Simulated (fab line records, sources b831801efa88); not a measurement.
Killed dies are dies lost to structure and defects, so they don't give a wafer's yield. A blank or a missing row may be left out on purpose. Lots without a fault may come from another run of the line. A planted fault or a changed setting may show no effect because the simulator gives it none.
Which tool did it? | flow gf180mcu | 12 lots, 36 wafers sampled, at 6 steps of a route of 602

WHAT THE GAUGES READ, wafer by wafer
GF_PSD_RS_MEAS_14: measures by four-point-probe.
lot  | measured     | on            | NSD_RS (ohm/sq)
L936 | day 14 04:39 | film_metro-03 | 46.11 46.12 46.13
L943 | day 16 16:29 | film_metro-01 | 44.87 44.85 44.89
L945 | day 17 14:28 | film_metro-01 | 44.97 44.91 44.82
L949 | day 18 22:22 | film_metro-03 | 46.24 46.16 46.03
L950 | day 19 08:01 | film_metro-01 | 46.01 46.16 46.26
L953 | day 20 06:39 | film_metro-01 | 46.18 46.16 46.23
L954 | day 20 15:25 | film_metro-02 | 46.15 46.07 46.06
L955 | day 20 20:58 | film_metro-01 | 46.19 46.20 46.14
L956 | day 21 05:19 | film_metro-02 | 46.06 46.12 46.10
L957 | day 21 13:43 | film_metro-02 | 46.17 46.21 46.17
L958 | day 21 21:50 | film_metro-02 | 46.09 46.12 46.00
L959 | day 22 08:31 | film_metro-01 | 46.16 46.12 46.17

GF_PSD_RS_MEAS_15: measures by four-point-probe.
lot  | measured     | on            | PSD_RS (ohm/sq)
L936 | day 14 04:46 | film_metro-03 | 108.75 108.74 108.25
L943 | day 16 16:36 | film_metro-01 | 104.02 104.23 104.15
L945 | day 17 14:35 | film_metro-01 | 104.36 104.20 104.26
L949 | day 18 22:29 | film_metro-03 | 109.09 108.61 108.67
L950 | day 19 08:08 | film_metro-01 | 108.50 108.95 108.53
L953 | day 20 06:46 | film_metro-01 | 108.95 108.54 108.43
L954 | day 20 15:32 | film_metro-02 | 108.46 108.79 108.59
L955 | day 20 21:05 | film_metro-01 | 108.39 108.24 108.49
L956 | day 21 05:26 | film_metro-02 | 108.39 108.53 108.33
L957 | day 21 13:50 | film_metro-02 | 108.62 108.38 108.35
L958 | day 21 21:58 | film_metro-02 | 108.56 108.34 108.17
L959 | day 22 08:38 | film_metro-01 | 108.40 108.30 108.58

GF_V3_CD_MEAS_14: target cd 260 nm.
lot  | measured     | on        | cd_nm (nm)
L936 | day 22 08:29 | cd_sem-01 | 258.9 259.2 259.4
L943 | day 24 22:47 | cd_sem-02 | 258.3 259.0 259.5
L945 | day 25 20:53 | cd_sem-01 | 261.6 262.8 263.5
L949 | day 27 00:37 | cd_sem-01 | 260.0 260.2 259.1
L950 | day 27 05:13 | cd_sem-02 | 260.3 260.1 261.0
L953 | day 28 02:20 | cd_sem-01 | 262.5 262.4 260.5
L954 | day 28 09:21 | cd_sem-01 | 261.0 260.2 261.5
L955 | day 28 15:25 | cd_sem-02 | 261.1 261.4 262.5
L956 | day 28 20:43 | cd_sem-01 | 258.1 258.4 257.7
L957 | day 29 04:54 | cd_sem-02 | 258.6 259.4 258.2
L958 | day 29 11:22 | cd_sem-01 | 259.7 259.9 259.0
L959 | day 29 20:57 | cd_sem-01 | 259.3 259.8 259.5

GF_V4_THK_MEAS_25: measures by xrf.
lot  | measured     | on            | V4_W_THK (nm)
L936 | day 24 10:32 | film_metro-04 | 330 336 331
L943 | day 26 21:52 | film_metro-01 | 339 341 336
L945 | day 27 19:08 | film_metro-03 | 339 338 334
L949 | day 28 20:35 | film_metro-03 | 338 348 344
L950 | day 29 00:37 | film_metro-04 | 340 333 341
L953 | day 29 21:50 | film_metro-03 | 340 342 340
L954 | day 30 03:43 | film_metro-04 | 335 340 338
L955 | day 30 10:04 | film_metro-01 | 345 335 343
L956 | day 30 14:06 | film_metro-03 | 336 344 340
L957 | day 31 02:01 | film_metro-03 | 335 338 332
L958 | day 31 04:29 | film_metro-01 | 332 337 338
L959 | day 31 13:25 | film_metro-01 | 338 335 336

WHICH TOOL RAN EACH LOT (tool, then ch and the chambers of the sampled wafers, then the start)
lot  | GF_DNWELL_STRIP_08                  | GF_PSD_RTA_13
L936 | plasma_asher-04 ch 0,1, day 2 19:37 | rtp_anneal-02 ch 0, day 14 04:34
L943 | plasma_asher-01 ch 0,1, day 4 07:04 | rtp_anneal-02 ch 0, day 16 16:23
L945 | plasma_asher-03 ch 0,1, day 4 20:44 | rtp_anneal-02 ch 0, day 17 14:23
L949 | plasma_asher-03 ch 0,1, day 5 16:33 | rtp_anneal-01 ch 0, day 18 22:16
L950 | plasma_asher-04 ch 0,1, day 5 21:29 | rtp_anneal-01 ch 0, day 19 07:55
L953 | plasma_asher-04 ch 0,1, day 6 12:46 | rtp_anneal-01 ch 0, day 20 06:33
L954 | plasma_asher-01 ch 0, day 6 18:29   | rtp_anneal-01 ch 0, day 20 15:20
L955 | plasma_asher-03 ch 0, day 6 23:53   | rtp_anneal-02 ch 0, day 20 20:53
L956 | plasma_asher-01 ch 0,1, day 7 04:52 | rtp_anneal-02 ch 0, day 21 05:13
L957 | plasma_asher-03 ch 0,1, day 7 08:47 | rtp_anneal-02 ch 0, day 21 13:38
L958 | plasma_asher-01 ch 0,1, day 7 15:05 | rtp_anneal-01 ch 0, day 21 21:45
L959 | plasma_asher-03 ch 0,1, day 7 20:59 | rtp_anneal-02 ch 0, day 22 08:26
- GF_DNWELL_STRIP_08: strips in O2/N2.
- GF_PSD_RTA_13: time 20 s.

WHAT THE TOOLS THEMSELVES READ (means of the sampled wafers that have a number; where no wafer has one, the mark that the record gives instead)
GF_DNWELL_STRIP_08.
lot  | tool            | drypump_motor_current_A (A) | heater_power_w (W) | oes_product_au (a.u.) | strip_time_to_endpoint_s (s)
L936 | plasma_asher-04 | 5.6                         | 320                | 0.724                 | 37.03
L943 | plasma_asher-01 | 6.4                         | 363                | 0.722                 | 36.75
L945 | plasma_asher-03 | 6.0                         | 301                | 0.725                 | 37.09
L949 | plasma_asher-03 | 6.1                         | 323                | 0.721                 | 36.98
L950 | plasma_asher-04 | 5.6                         | 321                | 0.724                 | 37.15
L953 | plasma_asher-04 | 5.7                         | 303                | 0.722                 | 37.11
L954 | plasma_asher-01 | 6.8                         | 333                | 0.722                 | 37.15
L955 | plasma_asher-03 | 6.1                         | 342                | 0.723                 | 37.00
L956 | plasma_asher-01 | 6.6                         | 352                | 0.723                 | 36.88
L957 | plasma_asher-03 | 6.1                         | 318                | 0.724                 | 36.85
L958 | plasma_asher-01 | 6.4                         | 380                | 0.725                 | 37.01
L959 | plasma_asher-03 | 6.0                         | 302                | 0.723                 | 36.84

GF_PSD_RTA_13.
lot  | tool          | lamp_power_pct (%) | wafer_temp_C_max
L936 | rtp_anneal-02 | 29.1               | 1028.1
L943 | rtp_anneal-02 | 29.8               | 1038.4
L945 | rtp_anneal-02 | 29.8               | 1038.8
L949 | rtp_anneal-01 | 34.6               | 1031.0
L950 | rtp_anneal-01 | 34.6               | 1030.3
L953 | rtp_anneal-01 | 34.6               | 1030.3
L954 | rtp_anneal-01 | 34.6               | 1030.0
L955 | rtp_anneal-02 | 29.1               | 1029.9
L956 | rtp_anneal-02 | 29.1               | 1029.3
L957 | rtp_anneal-02 | 29.1               | 1029.7
L958 | rtp_anneal-01 | 34.6               | 1030.0
L959 | rtp_anneal-02 | 29.1               | 1029.1

THE ANSWER, worked out from the rows above alone
Rule: what is usual is taken from the lots themselves. Put in order of their means at a reading, lots are off if they are a third of the lots or fewer, leave a main group of 4 or more, and stand apart from it by a gap of 3 or more times the standard deviation of the main group's means; of several such gaps the widest counts. A main group whose means are all the same, to the digits that the tables above print for the reading, isn't used. A lot without any number at a reading at which 4 lots or more have one is off too. The other lots that the step has rows for count as sound. The gauges are gone through in route order, then the tools' own readings, and for those a lot's mean is taken as printed above. The first step at which some lot is off is used, and at that step the reading that is off furthest; a lot without a number counts as furthest.
Off: L943, L945, at GF_PSD_RS_MEAS_14 (NSD_RS). The main group: mean 46.14 ohm/sq, standard deviation 0.039.
A tool fits if, at a process step before that reading, it ran every lot that is off, and no sound lot after the first of them. The gauges at GF_PSD_RS_MEAS_14 aren't tried: what is off there is off at GF_PSD_RTA_13 too, on other tools, and a gauge's error can't cause that. None of those tried fits.

WHAT THE SIMULATOR HAD PUT IN
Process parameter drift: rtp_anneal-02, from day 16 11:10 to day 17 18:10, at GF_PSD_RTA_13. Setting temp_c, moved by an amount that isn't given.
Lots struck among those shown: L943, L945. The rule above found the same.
